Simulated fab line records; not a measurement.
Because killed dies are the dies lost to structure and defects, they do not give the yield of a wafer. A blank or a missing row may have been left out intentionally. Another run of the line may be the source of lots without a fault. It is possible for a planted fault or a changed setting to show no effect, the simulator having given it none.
Problem report in the 8D (eight disciplines) form, filled by code || flow sky130 || the parts of the form that need people (team, actions taken, sign-off) are left out

== 1. WHAT WENT WRONG ==
Wafers free of any fault read 2.58 nm (standard deviation 0.064) for SONOS_ONO_OXIDATION_THK at SKY_SONOS_ONO_THK_MEAS_01, against a mean of 3.53 nm on 9 wafers of 3 lots. That puts it +15 standard deviations away from the usual mean.
The first sign was on wafer L965.1 at day 15 17:59, on film metro-01. Wafers with a number at this step in the record: 33, from 11 lots. Rule for "out", or "out of limits": more than 4 standard deviations from the usual mean. Any other wafer with a number is counted as sound.

== 2. WHAT THIS IS AND IS NOT ==
{"question": "which readings at this step", "is": "SONOS_ONO_OXIDATION_THK", "is not": "-"}
{"question": "which lots", "is": "L965, L966, L967", "is not": "L959, L960, L962, L964, L968, L971, L976, L977"}
{"question": "which wafers of those lots", "is": "all that have a number", "is not": "-"}
{"question": "read on which gauges", "is": "film metro-01", "is not": "film metro-02, film metro-03"}
{"question": "when", "is": "from day 15 17:59", "is not": "up to then (12 sound wafers); but 12 sound wafers of L968, L971, L976, L977 came after"}

== 3. THE SUSPECTS, EACH WITH WHAT RULES IT OUT ==
Counting: any tool at a process step up to the reading is kept as a suspect provided that every lot that is out went through it and no sound lot did after the first of them.
- the gauge at SKY_SONOS_ONO_THK_MEAS_01 has been ruled out. All the wafers that are out were read on film metro-01, but those of them that SKY_SONOS_ONO_OXIDATION_00 has rows for are out there too, on other tools.
- furnace-01 at SKY_SONOS_ONO_OXIDATION_00 (stabilise 600 s, purge 300 s, target thk 2.6 nm): kept. It processed each lot that is out, first L965 at day 15 16:38, and no sound lot thereafter; up to then, the last sound lot it processed was L964 at day 15 13:47. On those wafers its own readings are out: spike tc bottom C, spike tc centre C, spike tc lower C, spike tc top C, spike tc upper C, tube center temp C, tube_center_temp_C_max, zone power upper pct.
After counting, what remains is furnace-01 at SKY_SONOS_ONO_OXIDATION_00.

== 4. THE CAUSE (what the simulator had put in) ==
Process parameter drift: furnace-01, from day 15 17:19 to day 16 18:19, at SKY_SONOS_ONO_OXIDATION_00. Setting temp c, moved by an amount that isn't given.
After counting, this tool was the only one left.

== 5. THE CHAIN OF EFFECTS, in route order ==
Each row: a reading whose mean over the struck wafers that have a number lies more than 3 standard deviations from the usual. Only readings whose record carries a usual standard deviation are examined. hours: median over the lots of the time between each lot's start at the first step of this table that gives one and its start at this step. sigmas: the change, counted in usual standard deviations.
{"hours": 0, "step": "SKY_SONOS_ONO_OXIDATION_00", "reading": "spike tc bottom C", "usual": "816.7 C", "on struck wafers": 836.2, "change": "+19.5", "sigmas": "+9.8"}
{"hours": 0, "step": "SKY_SONOS_ONO_OXIDATION_00", "reading": "spike tc centre C", "usual": "802.1 C", "on struck wafers": 822.2, "change": "+20.1", "sigmas": "+15"}
{"hours": 0, "step": "SKY_SONOS_ONO_OXIDATION_00", "reading": "spike tc lower C", "usual": "800.7 C", "on struck wafers": 822.5, "change": "+21.8", "sigmas": "+22"}
{"hours": 0, "step": "SKY_SONOS_ONO_OXIDATION_00", "reading": "spike tc top C", "usual": "812.5 C", "on struck wafers": 832.7, "change": "+20.2", "sigmas": "+18"}
{"hours": 0, "step": "SKY_SONOS_ONO_OXIDATION_00", "reading": "spike tc upper C", "usual": "799.6 C", "on struck wafers": 820.1, "change": "+20.5", "sigmas": "+21"}
{"hours": 0, "step": "SKY_SONOS_ONO_OXIDATION_00", "reading": "tube center temp C", "usual": "800 C", "on struck wafers": 821, "change": "+21", "sigmas": "+99 or more"}
{"hours": 0, "step": "SKY_SONOS_ONO_OXIDATION_00", "reading": "tube_center_temp_C_max", "usual": 802.1, "on struck wafers": 823.6, "change": "+21.5", "sigmas": "+61"}
{"hours": 0, "step": "SKY_SONOS_ONO_OXIDATION_00", "reading": "zone power upper pct", "usual": "13.90 %", "on struck wafers": 14.88, "change": "+0.98", "sigmas": "+5.8"}
{"hours": 1, "step": "SKY_SONOS_ONO_THK_MEAS_01", "reading": "SONOS_ONO_OXIDATION_THK", "usual": "2.58 nm", "on struck wafers": 3.53, "change": "+0.95", "sigmas": "+15"}
Here are the process steps it includes:
- SKY_SONOS_ONO_OXIDATION_00: stabilise 600 s, purge 300 s, target thk 2.6 nm.
Later steps that measure or inspect, where all struck wafers having a row at the step show a number for every such reading and not one has moved that far: SKY_SONOS_ONO_THK_MEAS_03.

== 6. HOW IT WOULD HAVE BEEN CAUGHT EARLIER ==
In this record the first reading out of limits at a measuring or inspecting step was taken at day 15 17:59, 1 hour after the fault began at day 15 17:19.
At SKY_SONOS_ONO_OXIDATION_00, the tool's own readings (spike tc bottom C, spike tc centre C, spike tc lower C, spike tc top C, spike tc upper C, tube center temp C, tube_center_temp_C_max, zone power upper pct) were out on each struck wafer the step has a row for, so an alarm limit on them would have fired on the first such wafer.
L967, from the lots that are out (3), started SKY_SONOS_ONO_OXIDATION_00 on furnace-01 later than day 15 17:59. A tool hold placed at that time would have kept it from harm.
